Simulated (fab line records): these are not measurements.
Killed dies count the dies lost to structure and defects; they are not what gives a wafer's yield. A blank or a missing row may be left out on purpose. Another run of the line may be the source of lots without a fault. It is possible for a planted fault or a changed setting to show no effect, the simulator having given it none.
What tool caused it? / flow gf180mcu / 42 wafers from 14 lots sampled at 4 of the route's 602 steps

WHAT THE GAUGES READ, wafer by wafer
GF_PSD_CD_MEAS_07: target cd 400 nm. Usual: cd-nm at 399.7 nm, with a standard deviation of 2.
lot=L818; measured=day 14 13:05; on=cd-sem-01; cd-nm (nm)=400.9 401.3 400.0; flag=
lot=L820; measured=day 14 20:11; on=cd-sem-01; cd-nm (nm)=398.3 399.9 400.4; flag=
lot=L821; measured=day 15 09:59; on=cd-sem-02; cd-nm (nm)=398.0 399.0 397.5; flag=
lot=L822; measured=day 15 16:25; on=cd-sem-01; cd-nm (nm)=399.8 398.8 397.7; flag=
lot=L826; measured=day 16 21:17; on=cd-sem-01; cd-nm (nm)=408.1 410.6 409.6; flag=OFF
lot=L827; measured=day 17 06:37; on=cd-sem-01; cd-nm (nm)=411.7 411.0 410.8; flag=OFF
lot=L828; measured=day 17 14:40; on=cd-sem-02; cd-nm (nm)=400.8 401.3 400.4; flag=
lot=L829; measured=day 17 22:28; on=cd-sem-02; cd-nm (nm)=400.4 400.6 401.5; flag=
lot=L834; measured=day 19 21:59; on=cd-sem-02; cd-nm (nm)=403.6 405.1 403.4; flag=
lot=L836; measured=day 20 12:35; on=cd-sem-02; cd-nm (nm)=399.4 398.2 397.5; flag=
lot=L838; measured=day 21 03:41; on=cd-sem-02; cd-nm (nm)=402.3 401.7 401.1; flag=
lot=L839; measured=day 21 15:13; on=cd-sem-02; cd-nm (nm)=400.9 399.8 402.6; flag=
lot=L840; measured=day 21 22:49; on=cd-sem-01; cd-nm (nm)=398.6 397.2 401.1; flag=
lot=L841; measured=day 22 05:14; on=cd-sem-01; cd-nm (nm)=397.3 394.8 394.9; flag=

GF_CONTACT_BOW_MEAS_05. Usual: CONTACT_BOW 66 um, standard deviation 6.8.
lot=L818; measured=day 15 12:30; on=film-metro-02; CONTACT_BOW (um)=60 70 69; flag=
lot=L820; measured=day 15 19:25; on=film-metro-01; CONTACT_BOW (um)=72 69 64; flag=
lot=L821; measured=day 16 11:01; on=film-metro-02; CONTACT_BOW (um)=69 60 67; flag=
lot=L822; measured=day 16 17:10; on=film-metro-02; CONTACT_BOW (um)=67 68 62; flag=
lot=L826; measured=day 17 23:17; on=film-metro-04; CONTACT_BOW (um)=63 64 62; flag=
lot=L827; measured=day 18 08:14; on=film-metro-02; CONTACT_BOW (um)=59 65 60; flag=
lot=L828; measured=day 18 16:50; on=film-metro-04; CONTACT_BOW (um)=69 74 69; flag=
lot=L829; measured=day 19 00:34; on=film-metro-04; CONTACT_BOW (um)=69 57 74; flag=
lot=L834; measured=day 21 00:26; on=film-metro-02; CONTACT_BOW (um)=65 57 58; flag=
lot=L836; measured=day 21 14:52; on=film-metro-04; CONTACT_BOW (um)=54 64 61; flag=
lot=L838; measured=day 22 05:36; on=film-metro-02; CONTACT_BOW (um)=71 59 70; flag=
lot=L839; measured=day 22 16:28; on=film-metro-04; CONTACT_BOW (um)=73 61 65; flag=
lot=L840; measured=day 22 23:33; on=film-metro-02; CONTACT_BOW (um)=61 76 56; flag=
lot=L841; measured=day 23 06:25; on=film-metro-04; CONTACT_BOW (um)=66 65 62; flag=

GF_V1_RS_MEAS_24: a four-point-probe measurement. Usual: V1_W_RS 0.326 ohm/sq, standard deviation 0.0031.
lot=L818; measured=day 18 13:41; on=film-metro-03; V1_W_RS (ohm/sq)=0.324 0.325 0.327; flag=
lot=L820; measured=day 18 22:43; on=film-metro-01; V1_W_RS (ohm/sq)=0.325 0.323 0.327; flag=
lot=L821; measured=day 19 14:25; on=film-metro-02; V1_W_RS (ohm/sq)=0.326 0.325 0.325; flag=
lot=L822; measured=day 19 20:33; on=film-metro-03; V1_W_RS (ohm/sq)=0.328 0.326 0.327; flag=
lot=L826; measured=day 21 04:32; on=film-metro-01; V1_W_RS (ohm/sq)=0.329 0.327 0.324; flag=
lot=L827; measured=day 21 12:17; on=film-metro-03; V1_W_RS (ohm/sq)=0.331 0.331 0.329; flag=
lot=L828; measured=day 21 21:14; on=film-metro-03; V1_W_RS (ohm/sq)=0.327 0.325 0.321; flag=
lot=L829; measured=day 22 05:02; on=film-metro-01; V1_W_RS (ohm/sq)=0.322 0.324 0.325; flag=
lot=L834; measured=day 24 02:58; on=film-metro-01; V1_W_RS (ohm/sq)=0.328 0.331 0.327; flag=
lot=L836; measured=day 24 14:48; on=film-metro-03; V1_W_RS (ohm/sq)=0.323 0.320 0.329; flag=
lot=L838; measured=day 25 04:57; on=film-metro-02; V1_W_RS (ohm/sq)=0.330 0.327 0.329; flag=
lot=L839; measured=day 25 14:57; on=film-metro-03; V1_W_RS (ohm/sq)=0.320 0.320 0.321; flag=
lot=L840; measured=day 25 22:17; on=film-metro-03; V1_W_RS (ohm/sq)=0.324 0.326 0.328; flag=
lot=L841; measured=day 26 03:55; on=film-metro-01; V1_W_RS (ohm/sq)=0.320 0.325 0.319; flag=

WHAT TOOL EACH LOT RAN ON (gives the tool, then ch and the chambers of the sampled wafers, and finally the start)
lot=L818; GF_PSD_DEVELOP_06=litho-track-03 ch 0, day 14 12:57
lot=L820; GF_PSD_DEVELOP_06=litho-track-02 ch 0, day 14 20:02
lot=L821; GF_PSD_DEVELOP_06=litho-track-01 ch 0, day 15 09:50
lot=L822; GF_PSD_DEVELOP_06=litho-track-03 ch 0, day 15 16:16
lot=L826; GF_PSD_DEVELOP_06=litho-track-03 ch 0, day 16 21:09
lot=L827; GF_PSD_DEVELOP_06=litho-track-03 ch 0, day 17 06:28
lot=L828; GF_PSD_DEVELOP_06=litho-track-02 ch 0, day 17 14:31
lot=L829; GF_PSD_DEVELOP_06=litho-track-02 ch 0, day 17 22:20
lot=L834; GF_PSD_DEVELOP_06=litho-track-01 ch 0, day 19 21:50
lot=L836; GF_PSD_DEVELOP_06=litho-track-02 ch 0, day 20 12:23
lot=L838; GF_PSD_DEVELOP_06=litho-track-03 ch 0, day 21 03:32
lot=L839; GF_PSD_DEVELOP_06=litho-track-03 ch 0, day 21 15:04
lot=L840; GF_PSD_DEVELOP_06=litho-track-03 ch 0, day 21 22:40
lot=L841; GF_PSD_DEVELOP_06=litho-track-03 ch 0, day 22 05:05
- GF_PSD_DEVELOP_06: develop time 60 s.

WHAT THE TOOLS THEMSELVES READ (means of the sampled wafers that have a number; where no wafer has one, the mark that the record gives instead)
The record holds no such reading with a usual standard deviation.

THE ANSWER, worked out from the rows above alone
Rule: a lot is off if the mean of its wafers that have a number lies more than 3 standard deviations from the usual mean. A lot without any number at a reading at which 4 lots or more have one is off too. Where the step has rows for the other lots, those lots are counted as sound. After the gauges, taken in route order, come the tools' own readings; for these a lot's mean is taken, as printed above. The first step at which some lot is off is used, and at that step the reading that is off furthest; a lot without a number counts as furthest.
Off at GF_PSD_CD_MEAS_07 (cd-nm): L826, L827.
If a tool, at a process step before that reading, ran all the lots that are off and no sound lot after the first of them, it fits. The gauges at GF_PSD_CD_MEAS_07 are tried like those tools. Not one of the candidates tried fits.

WHAT WAS PUT IN BY THE SIMULATOR
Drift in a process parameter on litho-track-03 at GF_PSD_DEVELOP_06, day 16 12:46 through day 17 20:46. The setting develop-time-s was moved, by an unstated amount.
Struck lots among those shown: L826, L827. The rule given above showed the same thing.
